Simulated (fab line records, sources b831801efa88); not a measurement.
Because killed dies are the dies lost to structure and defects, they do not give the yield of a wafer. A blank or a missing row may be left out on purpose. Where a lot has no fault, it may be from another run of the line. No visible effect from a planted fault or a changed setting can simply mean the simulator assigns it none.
fab line records | flow sky130
record lots=12 | wafers=36 | last-day=50
route steps=708 shown SONOS_TUNNEL@166 GATE_OXIDE@189 LDD_HVN@271 POLY_CUT@317
lots with no fault: from the same line, run without faults
start-h: hours from the record's opening day to when the first of the lot's shown wafers began | wait-h: hours from the lot's prior step to this one | " as in the row above | L1.1+2: a single row standing in for several wafers | - either no value or no given start | * or withheld: withheld | < > ~ a bound
route shown NAME@n: names a module that has steps shown in the file, with the first one's number in the route | usual: the fault-free wafers' mean and standard deviation | same: alike in all rows | chamber/n: place in a boat | sites: readings site by site | _std_site: the standard deviation of these | _edge_site: the outer-site mean with the inner-site mean subtracted | radius-mm: for every site, how far away it sits from the centre of the wafer | mask NAME#n: copy n | behind: the most recent tool/chamber to have shaped the wafer | hold: reason for holding the lot/hours on hold/outcome of the hold | device: transistor that didn't switch, given as n, p or np | end of line: the tests these same wafers got at the end of their route | a step given without rows: its recipe and nothing more | killed: not the wafer's yield, but the dies lost to structure and defects at the first sort | map: per-die view of a wafer (x killed, . not killed, _ where there is no die)
set.NAME: the setting the step ran with; set.NAME@STEP: the setting that earlier step ran with | model.NAME: the simulator's own value behind a step, which no gauge read
steps of the route over a sample of lots; a table a step, a row a wafer
services: from which hour (start-h, from the record's first day; less than 0 if before it) a tool's chamber was out of use, for how many hours, and why
## steps
# step SKY_SONOS_TUNNEL_TW_MEAS_12
# usual SONOS_TUNNEL_TW=198.5/1.3
lot.wafer | tool          | chamber | start-h | wait-h | SONOS_TUNNEL_TW
L391.1    | film-metro-02 | -       | 254.31  | 0.0    | 196.8
L391.3    | "             | -       | "       | "      | 195.7
L391.5    | "             | -       | "       | "      | 195.0
L392.1    | film-metro-02 | -       | 264.89  | 0.0    | 197.5
L392.4    | "             | -       | "       | "      | 197.2
L392.5    | "             | -       | "       | "      | 197.1
L394.3    | film-metro-02 | -       | 285.31  | 0.0    | 197.6
L394.5    | "             | -       | "       | "      | 197.6
L394.6    | "             | -       | "       | "      | 197.5
L395.2    | film-metro-03 | -       | 289.73  | 0.0    | 197.6
L395.4    | "             | -       | "       | "      | 197.4
L395.6    | "             | -       | "       | "      | 198.5
L402.4    | film-metro-01 | -       | 357.29  | 0.0    | 200.2
L402.5    | "             | -       | "       | "      | 201.2
L402.6    | "             | -       | "       | "      | 199.4
L403.2    | film-metro-01 | -       | 361.26  | 0.0    | 199.2
L403.4    | "             | -       | "       | "      | 199.5
L403.6    | "             | -       | "       | "      | 199.6
L405.1    | film-metro-02 | -       | 370.21  | 0.0    | 197.2
L405.4    | "             | -       | "       | "      | 196.5
L405.5    | "             | -       | "       | "      | 195.1
L404.2    | film-metro-03 | -       | 370.90  | 0.0    | 196.6
L404.3    | "             | -       | "       | "      | 198.3
L404.5    | "             | -       | "       | "      | 198.4
L406.1    | film-metro-03 | -       | 378.14  | 0.0    | 199.2
L406.2    | "             | -       | "       | "      | 198.8
L406.4    | "             | -       | "       | "      | 197.7
L409.2    | film-metro-01 | -       | 403.03  | 0.0    | 199.8
L409.5    | "             | -       | "       | "      | 199.0
L409.6    | "             | -       | "       | "      | 199.1
L412.1    | film-metro-02 | -       | 426.29  | 0.0    | 196.1
L412.5    | "             | -       | "       | "      | 196.8
L412.6    | "             | -       | "       | "      | 197.6
L413.1    | film-metro-01 | -       | 432.64  | 0.0    | 200.5
L413.4    | "             | -       | "       | "      | 200.0
L413.6    | "             | -       | "       | "      | 201.2
# step SKY_GATE_OXIDE_THK_MEAS_02
# recipe reads=SiO2_of_GATE_OXIDE_OXIDATION_01
# usual GATE_OXIDE_OXIDATION_00_THK=10.59/0.18
lot.wafer | tool          | chamber | start-h | wait-h | GATE_OXIDE_OXIDATION_00_THK[nm]
L391.1    | film-metro-03 | -       | 286.13  | 0.0    | 10.40
L391.3    | "             | -       | "       | "      | 10.26
L391.5    | "             | -       | "       | "      | 10.11
L392.1    | film-metro-02 | -       | 297.93  | 0.0    | 10.43
L392.4    | "             | -       | "       | "      | 10.56
L392.5    | "             | -       | "       | "      | 10.46
L394.3    | film-metro-03 | -       | 319.70  | 0.0    | 10.52
L394.5    | "             | -       | "       | "      | 10.40
L394.6    | "             | -       | "       | "      | 10.51
L395.2    | film-metro-04 | -       | 323.05  | 0.0    | 10.65
L395.4    | "             | -       | "       | "      | 10.66
L395.6    | "             | -       | "       | "      | 10.63
L402.4    | film-metro-02 | -       | 394.57  | 0.0    | 10.82
L402.5    | "             | -       | "       | "      | 11.10
L402.6    | "             | -       | "       | "      | 10.79
L403.2    | film-metro-03 | -       | 398.83  | 0.0    | 10.52
L403.4    | "             | -       | "       | "      | 10.61
L403.6    | "             | -       | "       | "      | 10.60
L405.1    | film-metro-04 | -       | 408.72  | 0.0    | 10.91
L405.4    | "             | -       | "       | "      | 10.77
L405.5    | "             | -       | "       | "      | 10.95
L404.2    | film-metro-03 | -       | 409.95  | 0.0    | 10.40
L404.3    | "             | -       | "       | "      | 10.54
L404.5    | "             | -       | "       | "      | 10.37
L406.1    | film-metro-02 | -       | 416.62  | 0.0    | 10.50
L406.2    | "             | -       | "       | "      | 10.53
L406.4    | "             | -       | "       | "      | 10.52
L409.2    | film-metro-03 | -       | 438.96  | 0.0    | 10.71
L409.5    | "             | -       | "       | "      | 10.56
L409.6    | "             | -       | "       | "      | 10.59
L412.1    | film-metro-04 | -       | 466.33  | 0.0    | 10.47
L412.5    | "             | -       | "       | "      | 10.62
L412.6    | "             | -       | "       | "      | 10.62
L413.1    | film-metro-03 | -       | 470.36  | 0.0    | 10.76
L413.4    | "             | -       | "       | "      | 10.65
L413.6    | "             | -       | "       | "      | 10.56
# step SKY_LDD_HVN_EXPOSE_04
# recipe mask-id=HVNTM | na=0.6 | source-shape=conventional | sigma-outer=0.6 | polarization=unpolarized | target-cd-nm=700 | dose-mj=127
# usual stage-vel-mm-s=499.98/0.24
lot.wafer | tool             | chamber | start-h | wait-h | mask    | stage-vel-mm-s
L391.1    | iline-stepper-02 | 0       | 454.17  | -      | HVNTM#0 | 499.94
L391.3    | "                | 0       | "       | "      | HVNTM#0 | 499.69
L391.5    | "                | 0       | "       | "      | HVNTM#0 | 500.00
L392.1    | iline-stepper-02 | 0       | 463.17  | -      | HVNTM#0 | 499.93
L392.4    | "                | 0       | "       | "      | HVNTM#0 | 499.89
L392.5    | "                | 0       | "       | "      | HVNTM#0 | 500.03
L394.3    | iline-stepper-02 | 0       | 490.81  | -      | HVNTM#0 | 499.62
L394.5    | "                | 0       | "       | "      | HVNTM#0 | 500.02
L394.6    | "                | 0       | "       | "      | HVNTM#0 | 499.92
L395.2    | iline-stepper-01 | 0       | 496.72  | -      | HVNTM#0 | 500.27
L395.4    | "                | 0       | "       | "      | HVNTM#0 | 499.91
L395.6    | "                | 0       | "       | "      | HVNTM#0 | 500.17
L402.4    | iline-stepper-01 | 0       | 571.53  | -      | HVNTM#0 | 499.82
L402.5    | "                | 0       | "       | "      | HVNTM#0 | 499.72
L402.6    | "                | 0       | "       | "      | HVNTM#0 | 499.81
L403.2    | iline-stepper-02 | 0       | 575.32  | -      | HVNTM#0 | 500.04
L403.4    | "                | 0       | "       | "      | HVNTM#0 | 500.08
L403.6    | "                | 0       | "       | "      | HVNTM#0 | 499.88
L405.1    | iline-stepper-01 | 0       | 585.36  | -      | HVNTM#0 | 499.99
L405.4    | "                | 0       | "       | "      | HVNTM#0 | 500.11
L405.5    | "                | 0       | "       | "      | HVNTM#0 | 499.91
L404.2    | iline-stepper-02 | 0       | 586.17  | -      | HVNTM#0 | 500.24
L404.3    | "                | 0       | "       | "      | HVNTM#0 | 500.45
L404.5    | "                | 0       | "       | "      | HVNTM#0 | 499.97
L406.1    | iline-stepper-02 | 0       | 591.49  | -      | HVNTM#0 | 499.93
L406.2    | "                | 0       | "       | "      | HVNTM#0 | 500.06
L406.4    | "                | 0       | "       | "      | HVNTM#0 | 500.03
L409.2    | iline-stepper-01 | 0       | 612.89  | -      | HVNTM#0 | 499.43
L409.5    | "                | 0       | "       | "      | HVNTM#0 | 499.85
L409.6    | "                | 0       | "       | "      | HVNTM#0 | 500.09
L412.1    | iline-stepper-01 | 0       | 640.40  | -      | HVNTM#0 | 500.57
L412.5    | "                | 0       | "       | "      | HVNTM#0 | 500.63
L412.6    | "                | 0       | "       | "      | HVNTM#0 | 500.37
L413.1    | iline-stepper-01 | 0       | 642.12  | -      | HVNTM#0 | 500.18
L413.4    | "                | 0       | "       | "      | HVNTM#0 | 499.93
L413.6    | "                | 0       | "       | "      | HVNTM#0 | 500.21
# step SKY_LDD_HVN_OVL_MEAS_07
# usual LDD_HVN_OVL=0.3/1.2
lot.wafer | tool       | chamber | start-h | wait-h | LDD_HVN_OVL[nm]
L391.1    | overlay-02 | -       | 469.04  | 0.1    | 1.5
L391.3    | "          | -       | "       | "      | 0.8
L391.5    | "          | -       | "       | "      | 0.4
L392.1    | overlay-01 | -       | 478.82  | 0.1    | -0.5
L392.4    | "          | -       | "       | "      | -0.9
L392.5    | "          | -       | "       | "      | -1.6
L394.3    | overlay-02 | -       | 506.44  | 0.1    | 2.2
L394.5    | "          | -       | "       | "      | 0.6
L394.6    | "          | -       | "       | "      | 0.7
L395.2    | overlay-02 | -       | 512.22  | 0.1    | 0.3
L395.4    | "          | -       | "       | "      | 1.4
L395.6    | "          | -       | "       | "      | 1.4
L402.4    | overlay-01 | -       | 585.46  | 0.1    | 1.6
L402.5    | "          | -       | "       | "      | -0.1
L402.6    | "          | -       | "       | "      | 1.2
L403.2    | overlay-01 | -       | 589.48  | 0.1    | 57.5
L403.4    | "          | -       | "       | "      | 57.8
L403.6    | "          | -       | "       | "      | 58.5
L405.1    | overlay-01 | -       | 600.22  | 0.1    | -1.9
L405.4    | "          | -       | "       | "      | -1.7
L405.5    | "          | -       | "       | "      | -2.1
L404.2    | overlay-01 | -       | 601.35  | 0.1    | 58.9
L404.3    | "          | -       | "       | "      | 57.8
L404.5    | "          | -       | "       | "      | 58.0
L406.1    | overlay-01 | -       | 606.19  | 0.1    | 60.4
L406.2    | "          | -       | "       | "      | 60.6
L406.4    | "          | -       | "       | "      | 61.7
L409.2    | overlay-01 | -       | 627.21  | 0.1    | 0.8
L409.5    | "          | -       | "       | "      | 1.9
L409.6    | "          | -       | "       | "      | 2.5
L412.1    | overlay-01 | -       | 654.07  | 0.1    | 1.2
L412.5    | "          | -       | "       | "      | 1.2
L412.6    | "          | -       | "       | "      | 2.7
L413.1    | overlay-01 | -       | 655.92  | 0.1    | -0.6
L413.4    | "          | -       | "       | "      | -1.6
L413.6    | "          | -       | "       | "      | -0.6
# step SKY_POLY_CUT_ETCH_10
# recipe chemistry=N2/H2 | target=BARC | ion-energy-ev=200 | source-w=500 | bias-w=100 | pressure-mtorr=30 | n2-flow-sccm=100 | h2-flow-sccm=200 | stop-on=SiO2 | time-s=45.9 | target-depth-a=600
# usual drypump-motor-current-A=5.6/0.43 | oes-product-au=0.855/0.0048 | throttle-valve-pct=13.223/0.0088
lot.wafer | tool        | chamber | start-h | wait-h | drypump-motor-current-A | oes-product-au | rf-hours-counter-h | throttle-valve-pct
L391.1    | rie-diel-01 | 1       | 563.18  | 0.0    | 4.9                     | 0.855          | 37                 | 13.234
L391.3    | "           | 2       | "       | "      | 5.7                     | 0.859          | 79                 | 13.227
L391.5    | "           | 2       | "       | "      | 5.8                     | 0.859          | -                  | 13.235
L392.1    | rie-diel-02 | 1       | 572.27  | 0.0    | 6.3                     | 0.851          | 44                 | 13.221
L392.4    | "           | 0       | "       | "      | 5.7                     | 0.855          | 13                 | 13.227
L392.5    | "           | 3       | "       | "      | 5.5                     | 0.855          | -                  | 13.213
L394.3    | rie-diel-02 | 3       | 600.08  | 0.0    | 5.4                     | 0.852          | 21                 | 13.238
L394.5    | "           | 1       | "       | "      | 6.4                     | 0.853          | -                  | 13.228
L394.6    | "           | 0       | "       | "      | 5.7                     | 0.857          | -                  | 13.229
L395.2    | rie-diel-02 | 0       | 605.22  | 0.0    | 5.7                     | 0.849          | 13                 | 13.227
L395.4    | "           | 0       | "       | "      | 5.7                     | 0.862          | -                  | 13.226
L395.6    | "           | 3       | "       | "      | 5.5                     | 0.856          | -                  | 13.224
L402.4    | rie-diel-01 | 2       | 674.63  | 0.0    | 5.8                     | 0.850          | 2                  | 13.231
L402.5    | "           | 0       | "       | "      | 5.9                     | 0.850          | -                  | 13.219
L402.6    | "           | 1       | "       | "      | 4.9                     | 0.855          | -                  | 13.218
L403.2    | rie-diel-04 | 0       | 678.62  | 0.0    | 5.5                     | 0.854          | 0                  | 13.230
L403.4    | "           | 0       | "       | "      | 5.5                     | 0.861          | -                  | 13.229
L403.6    | "           | 1       | "       | "      | 5.0                     | 0.856          | -                  | 13.226
L405.1    | rie-diel-01 | 0       | 689.93  | 0.0    | 5.9                     | 0.858          | 14                 | 13.223
L405.4    | "           | 1       | "       | "      | 5.0                     | 0.847          | -                  | 13.225
L405.5    | "           | 2       | "       | "      | 5.8                     | 0.842          | -                  | 13.222
L404.2    | rie-diel-02 | 3       | 691.45  | 0.0    | 5.4                     | 0.850          | 23                 | 13.236
L404.3    | "           | 1       | "       | "      | 6.3                     | 0.855          | 46                 | 13.213
L404.5    | "           | 1       | "       | "      | 6.3                     | 0.848          | -                  | 13.214
L406.1    | rie-diel-01 | 2       | 695.60  | 0.0    | 5.8                     | 0.854          | 2                  | 13.220
L406.2    | "           | 1       | "       | "      | 5.0                     | 0.861          | 40                 | 13.224
L406.4    | "           | 2       | "       | "      | 5.8                     | 0.852          | -                  | 13.234
L409.2    | rie-diel-04 | 2       | 716.17  | 0.0    | 5.7                     | 0.847          | 1                  | 13.236
L409.5    | "           | 0       | "       | "      | 5.4                     | 0.849          | -                  | 13.233
L409.6    | "           | 3       | "       | "      | 4.9                     | 0.848          | -                  | 13.199
L412.1    | rie-diel-04 | 2       | 740.35  | 0.0    | 5.7                     | 0.851          | 1                  | 13.224
L412.5    | "           | 0       | "       | "      | 5.5                     | 0.853          | -                  | 13.233
L412.6    | "           | 1       | "       | "      | 5.0                     | 0.846          | -                  | 13.203
L413.1    | rie-diel-01 | 2       | 742.37  | 0.0    | 5.8                     | 0.857          | 4                  | 13.211
L413.4    | "           | 0       | "       | "      | 5.9                     | 0.851          | 15                 | 13.230
L413.6    | "           | 2       | "       | "      | 5.8                     | 0.854          | -                  | 13.224
## services
tool             | chamber | start-h | hours | kind
rie-diel-04      | -       | 460.18  | 0.9   | repair
iline-stepper-01 | -       | 460.96  | 4.4   | pm
iline-stepper-01 | -       | 502.61  | 1.7   | pm
rie-diel-01      | 1       | 513.71  | 15.9  | repair
iline-stepper-02 | -       | 525.49  | 2.5   | repair
rie-diel-04      | -       | 538.82  | 0.9   | repair
rie-diel-01      | 0       | 545.92  | 15.7  | repair
iline-stepper-02 | -       | 562.31  | 10.7  | repair
rie-diel-01      | 2       | 573.42  | -     | clean
rie-diel-04      | -       | 580.40  | 2.8   | pm
rie-diel-02      | 0       | 580.45  | 4.2   | repair
rie-diel-02      | 0       | 587.60  | 8.4   | repair
rie-diel-02      | 3       | 591.47  | 3.3   | repair
rie-diel-02      | 2       | 591.71  | 2.5   | repair
rie-diel-01      | 1       | 594.20  | 1.3   | repair
iline-stepper-02 | -       | 601.11  | 1.7   | pm
rie-diel-02      | 2       | 603.24  | 9.4   | repair
rie-diel-01      | 3       | 616.17  | 1.9   | repair
rie-diel-04      | 0       | 685.70  | 4.7   | repair
rie-diel-02      | 0       | 685.81  | 2.6   | repair
rie-diel-01      | 3       | 687.91  | 8.4   | repair
iline-stepper-02 | -       | 712.49  | 2.7   | repair
iline-stepper-01 | -       | 720.79  | 1.7   | pm
rie-diel-02      | 0       | 724.90  | 11.1  | repair
## key
first-sign step=SKY_LDD_HVN_OVL_MEAS_07 | reading=LDD_HVN_OVL | direction=up | sigmas=49 | usual=0.3 | struck=59.0
effect none on later readings
met-at SKY_LDD_HVN_EXPOSE_04
struck-lots L403,L404,L406
tester-left-out L403,L404,L406
not-acting-at SKY_SONOS_TUNNEL_TW_MEAS_12,SKY_GATE_OXIDE_THK_MEAS_02,SKY_POLY_CUT_ETCH_10
onset-between 490.81 575.32
fault kind=scanner-matching-overlay | tool=iline-stepper-02 | chamber=- | onset-h=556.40 | steps=SKY_LDD_HVN_EXPOSE_04 | offset=58.882
# tester-left-out: of these lots the tester's yield and bins aren't shown, on N5 and GAA mostly nor the transistor test; their killed dies are dies lost to structure and defects alone, not to doping, threshold or leakage, so they don't give the yield
